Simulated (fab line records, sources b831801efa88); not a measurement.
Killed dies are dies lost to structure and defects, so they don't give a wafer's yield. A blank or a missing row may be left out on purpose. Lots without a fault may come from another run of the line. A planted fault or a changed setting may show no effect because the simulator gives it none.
Which tool did it? | flow gf180mcu | 24 lots, 72 wafers sampled, at 6 steps of a route of 602

WHAT THE GAUGES READ, wafer by wafer
GF_PSD_CD_MEAS_07: target cd 400 nm. Usual: cd_nm 400.4 nm, standard deviation 2.2.
lot  | measured     | on        | cd_nm (nm)        | flag
L074 | day 14 15:58 | cd_sem-01 | 399.7 399.2 401.3 |
L075 | day 14 21:04 | cd_sem-01 | 394.7 396.8 397.0 |
L076 | day 15 06:54 | cd_sem-01 | 401.2 401.2 401.6 |
L077 | day 15 19:02 | cd_sem-02 | 401.9 399.8 399.9 |
L078 | day 16 00:11 | cd_sem-02 | 398.9 397.7 398.7 |
L079 | day 16 03:29 | cd_sem-01 | 405.7 403.0 402.3 |
L081 | day 17 01:04 | cd_sem-02 | 399.6 398.4 399.0 |
L080 | day 17 02:20 | cd_sem-02 | 400.5 400.4 398.7 |
L082 | day 17 08:47 | cd_sem-02 | 398.7 397.2 397.7 |
L083 | day 17 13:11 | cd_sem-02 | 401.6 401.5 401.6 |
L084 | day 18 11:26 | cd_sem-01 | 399.2 400.0 400.3 |
L085 | day 18 13:43 | cd_sem-02 | 401.4 401.3 400.0 |
L086 | day 18 21:23 | cd_sem-01 | 399.2 401.7 399.6 |
L087 | day 19 07:23 | cd_sem-01 | 401.3 405.3 403.9 |
L088 | day 19 14:37 | cd_sem-02 | 402.1 400.0 402.5 |
L089 | day 19 21:08 | cd_sem-02 | 400.3 402.3 400.2 |
L090 | day 20 05:25 | cd_sem-02 | 399.5 399.5 401.5 |
L091 | day 20 14:46 | cd_sem-01 | 397.9 398.0 400.0 |
L092 | day 21 02:34 | cd_sem-02 | 402.2 399.5 400.4 |
L093 | day 21 05:28 | cd_sem-02 | 401.8 398.4 400.5 |
L094 | day 21 12:20 | cd_sem-02 | 402.5 404.7 402.2 |
L095 | day 21 19:35 | cd_sem-02 | 402.1 403.0 401.5 |
L096 | day 22 03:34 | cd_sem-02 | 401.3 399.3 403.0 |
L097 | day 22 06:11 | cd_sem-01 | 396.5 397.8 399.5 |

GF_CONTACT_THK_MEAS_01. Usual: CONTACT_CVD_00_THK 300 nm, standard deviation 3.3.
lot  | measured     | on            | CONTACT_CVD_00_THK (nm) | flag
L074 | day 15 15:19 | film_metro-01 | 298 304 300             |
L075 | day 15 20:11 | film_metro-04 | 298 299 297             |
L076 | day 16 06:25 | film_metro-01 | 298 296 301             |
L077 | day 16 19:36 | film_metro-02 | 299 300 296             |
L078 | day 17 00:19 | film_metro-02 | 297 303 299             |
L079 | day 17 04:13 | film_metro-01 | 293 301 295             |
L081 | day 18 02:20 | film_metro-02 | 302 299 300             |
L080 | day 18 03:10 | film_metro-04 | 308 302 296             |
L082 | day 18 09:43 | film_metro-02 | 298 296 303             |
L083 | day 18 14:19 | film_metro-02 | 299 303 296             |
L084 | day 19 14:09 | film_metro-01 | 300 298 294             |
L085 | day 19 16:04 | film_metro-02 | 300 299 298             |
L086 | day 19 23:49 | film_metro-02 | 296 294 300             |
L087 | day 20 09:58 | film_metro-04 | 298 296 300             |
L088 | day 20 17:01 | film_metro-01 | 298 308 305             |
L089 | day 20 23:34 | film_metro-04 | 300 300 302             |
L090 | day 21 07:10 | film_metro-04 | 302 305 305             |
L091 | day 21 16:26 | film_metro-01 | 300 297 292             |
L092 | day 22 04:26 | film_metro-04 | 311 305 303             |
L093 | day 22 07:06 | film_metro-02 | 295 302 301             |
L094 | day 22 13:55 | film_metro-01 | 299 292 303             |
L095 | day 22 20:50 | film_metro-04 | 297 306 301             |
L096 | day 23 03:58 | film_metro-04 | 301 303 300             |
L097 | day 23 07:43 | film_metro-02 | 301 300 302             |

GF_M1_THK_MEAS_06: measures by xrf. Usual: M1_ALCU_THK 458 nm, standard deviation 6.
lot  | measured     | on            | M1_ALCU_THK (nm) | flag
L074 | day 16 15:15 | film_metro-01 | 469 465 459      |
L075 | day 16 20:17 | film_metro-03 | 454 461 454      |
L076 | day 17 07:06 | film_metro-04 | 460 459 455      |
L077 | day 17 21:17 | film_metro-04 | 461 456 460      |
L078 | day 18 02:09 | film_metro-03 | 467 467 468      |
L079 | day 18 05:44 | film_metro-01 | 457 462 459      |
L081 | day 19 05:26 | film_metro-03 | 454 451 461      |
L080 | day 19 05:47 | film_metro-01 | 452 457 453      |
L082 | day 19 12:02 | film_metro-01 | 469 459 461      |
L083 | day 19 17:11 | film_metro-03 | 454 451 456      |
L084 | day 20 16:43 | film_metro-03 | 460 462 457      |
L085 | day 20 18:50 | film_metro-04 | 463 444 456      |
L086 | day 21 02:32 | film_metro-04 | 452 459 462      |
L087 | day 21 12:10 | film_metro-03 | 462 450 445      |
L088 | day 21 19:34 | film_metro-01 | 454 459 458      |
L089 | day 22 01:31 | film_metro-04 | 443 450 445      |
L090 | day 22 09:32 | film_metro-04 | 466 468 462      |
L091 | day 22 18:24 | film_metro-01 | 472 463 466      |
L092 | day 23 06:35 | film_metro-01 | 461 456 460      |
L093 | day 23 09:02 | film_metro-03 | 454 456 457      |
L094 | day 23 14:45 | film_metro-04 | 464 455 457      |
L095 | day 23 22:18 | film_metro-03 | 463 467 455      |
L096 | day 24 04:57 | film_metro-01 | 452 454 451      |
L097 | day 24 07:31 | film_metro-01 | 458 454 459      |

GF_V3_OVL_MEAS_15. Usual: V3_OVL -4 nm, standard deviation 6.8.
lot  | measured     | on         | V3_OVL (nm) | flag
L074 | day 23 00:13 | overlay-02 | -6 -10 -16  |
L075 | day 23 04:55 | overlay-02 | 3 1 9       |
L076 | day 23 15:04 | overlay-02 | -22 -4 -12  |
L077 | day 24 02:36 | overlay-01 | -11 -15 -5  |
L078 | day 24 07:52 | overlay-01 | 4 3 -3      |
L079 | day 25 00:36 | overlay-01 | 2 -3 -7     |
L081 | day 25 07:47 | overlay-01 | -3 1 -1     |
L080 | day 25 08:34 | overlay-02 | -7 5 -7     |
L082 | day 25 14:04 | overlay-02 | -6 4 5      |
L083 | day 25 18:56 | overlay-01 | -17 -4 -13  |
L084 | day 26 22:42 | overlay-02 | -12 -13 -2  |
L085 | day 26 22:50 | overlay-01 | 4 9 -5      |
L086 | day 27 02:00 | overlay-01 | -4 -5 -9    |
L087 | day 27 07:03 | overlay-01 | -1 -4 -6    |
L088 | day 27 13:28 | overlay-02 | -4 -3 -3    |
L089 | day 27 20:02 | overlay-01 | -12 -14 -4  |
L090 | day 28 01:49 | overlay-02 | -8 3 -9     |
L091 | day 28 17:48 | overlay-01 | -6 -11 -19  |
L092 | day 28 21:55 | overlay-02 | -10 -6 6    |
L093 | day 28 22:28 | overlay-01 | -6 -16 -10  |
L094 | day 29 03:47 | overlay-01 | -8 -8 -7    |
L095 | day 29 10:49 | overlay-01 | -8 5 -1     |
L096 | day 29 17:57 | overlay-01 | -4 1 1      |
L097 | day 29 19:20 | overlay-01 | -8 -12 -9   |

GF_M4_RS_MEAS_05: measures by four-point-probe. Usual: M4_ALCU_RS 0.0696 ohm/sq, standard deviation 0.00071.
lot  | measured     | on            | M4_ALCU_RS (ohm/sq)  | flag
L074 | day 23 01:54 | film_metro-04 | 0.0703 0.0704 0.0700 |
L075 | day 23 06:32 | film_metro-02 | 0.0691 0.0687 0.0698 |
L076 | day 23 16:42 | film_metro-03 | 0.0688 0.0688 0.0688 |
L077 | day 24 04:46 | film_metro-03 | 0.0697 0.0682 0.0696 |
L078 | day 24 09:31 | film_metro-03 | 0.0688 0.0692 0.0687 |
L079 | day 25 02:13 | film_metro-03 | 0.0706 0.0695 0.0686 |
L081 | day 25 09:24 | film_metro-03 | 0.0692 0.0700 0.0689 |
L080 | day 25 10:11 | film_metro-02 | 0.0691 0.0692 0.0693 |
L082 | day 25 16:01 | film_metro-03 | 0.0690 0.0688 0.0693 |
L083 | day 25 20:33 | film_metro-04 | 0.0713 0.0707 0.0709 |
L084 | day 27 00:39 | film_metro-03 | 0.0692 0.0687 0.0698 |
L085 | day 27 00:28 | film_metro-03 | 0.0694 0.0701 0.0695 |
L086 | day 27 03:37 | film_metro-02 | 0.0699 0.0700 0.0704 |
L087 | day 27 08:45 | film_metro-02 | 0.0698 0.0690 0.0699 |
L088 | day 27 15:52 | film_metro-02 | 0.0692 0.0700 0.0692 |
L089 | day 27 21:39 | film_metro-03 | 0.0699 0.0690 0.0691 |
L090 | day 28 03:47 | film_metro-02 | 0.0692 0.0696 0.0686 |
L091 | day 28 19:50 | film_metro-03 | 0.0698 0.0691 0.0697 |
L092 | day 28 23:35 | film_metro-03 | 0.0688 0.0688 0.0685 |
L093 | day 29 00:26 | film_metro-03 | 0.0687 0.0693 0.0694 |
L094 | day 29 05:29 | film_metro-04 | 0.0708 0.0706 0.0711 |
L095 | day 29 12:36 | film_metro-02 | 0.0698 0.0695 0.0691 |
L096 | day 29 19:44 | film_metro-02 | 0.0712 0.0696 0.0697 |
L097 | day 29 21:05 | film_metro-03 | 0.0697 0.0683 0.0696 |

WHICH TOOL RAN EACH LOT (tool, then ch and the chambers of the sampled wafers, then the start)
lot  | GF_V1_SPUTTER_21
L074 | pvd_sputter-04, day 18 16:13
L075 | pvd_sputter-04, day 18 22:34
L076 | pvd_sputter-04, day 19 09:14
L077 | pvd_sputter-02, day 20 00:00
L078 | pvd_sputter-01, day 20 05:04
L079 | pvd_sputter-04, day 20 08:33
L081 | pvd_sputter-01, day 21 08:58
L080 | pvd_sputter-02, day 21 09:06
L082 | pvd_sputter-04, day 21 14:42
L083 | pvd_sputter-04, day 21 19:44
L084 | pvd_sputter-04, day 22 18:37
L085 | pvd_sputter-02, day 22 21:36
L086 | pvd_sputter-02, day 23 04:02
L087 | pvd_sputter-04, day 23 12:43
L088 | pvd_sputter-04, day 23 20:45
L089 | pvd_sputter-02, day 24 02:03
L090 | pvd_sputter-04, day 24 08:20
L091 | pvd_sputter-02, day 25 02:15
L092 | pvd_sputter-04, day 25 04:45
L093 | pvd_sputter-01, day 25 06:21
L094 | pvd_sputter-01, day 25 12:03
L095 | pvd_sputter-02, day 25 19:12
L096 | pvd_sputter-02, day 26 03:29
L097 | pvd_sputter-02, day 26 05:47
- GF_V1_SPUTTER_21: material Ti, target thk 15 nm, time 80.02 s.

WHAT THE TOOLS THEMSELVES READ (means of the sampled wafers that have a number; where no wafer has one, the mark that the record gives instead)
GF_V1_SPUTTER_21. Usual: substrate_temp_c 200.02 C, standard deviation 0.18; throttle_valve_pct 29.9 %, standard deviation 1.3.
lot  | tool           | substrate_temp_c (C) | throttle_valve_pct (%) | flag
L074 | pvd_sputter-04 | 199.90               | 30.8                   |
L075 | pvd_sputter-04 | 199.97               | 29.7                   |
L076 | pvd_sputter-04 | 199.88               | 31.4                   |
L077 | pvd_sputter-02 | 200.22               | 29.3                   |
L078 | pvd_sputter-01 | 199.96               | 30.7                   |
L079 | pvd_sputter-04 | 200.12               | 29.7                   |
L081 | pvd_sputter-01 | 199.96               | 30.7                   |
L080 | pvd_sputter-02 | 200.11               | 29.1                   |
L082 | pvd_sputter-04 | 199.98               | 30.8                   |
L083 | pvd_sputter-04 | 200.05               | 29.5                   |
L084 | pvd_sputter-04 | 200.03               | 30.9                   |
L085 | pvd_sputter-02 | 199.91               | 29.5                   |
L086 | pvd_sputter-02 | 199.81               | 29.1                   |
L087 | pvd_sputter-04 | 200.02               | 31.0                   |
L088 | pvd_sputter-04 | 200.04               | 29.2                   |
L089 | pvd_sputter-02 | 199.97               | 28.6                   |
L090 | pvd_sputter-04 | 200.05               | 31.2                   |
L091 | pvd_sputter-02 | 200.23               | 29.4                   |
L092 | pvd_sputter-04 | 199.92               | 31.0                   |
L093 | pvd_sputter-01 | 199.99               | 30.8                   |
L094 | pvd_sputter-01 | 200.18               | 30.3                   |
L095 | pvd_sputter-02 | 200.14               | 29.1                   |
L096 | pvd_sputter-02 | 200.23               | 29.5                   |
L097 | pvd_sputter-02 | 200.13               | 29.2                   |

THE ANSWER, worked out from the rows above alone
Rule: a lot is off if the mean of its wafers that have a number lies more than 3 standard deviations from the usual mean. A lot without any number at a reading at which 4 lots or more have one is off too. The other lots that the step has rows for count as sound. The gauges are gone through in route order, then the tools' own readings, and for those a lot's mean is taken as printed above. The first step at which some lot is off is used, and at that step the reading that is off furthest; a lot without a number counts as furthest.
No lot is off at any reading shown: from this, nothing can be told.

WHAT THE SIMULATOR HAD PUT IN
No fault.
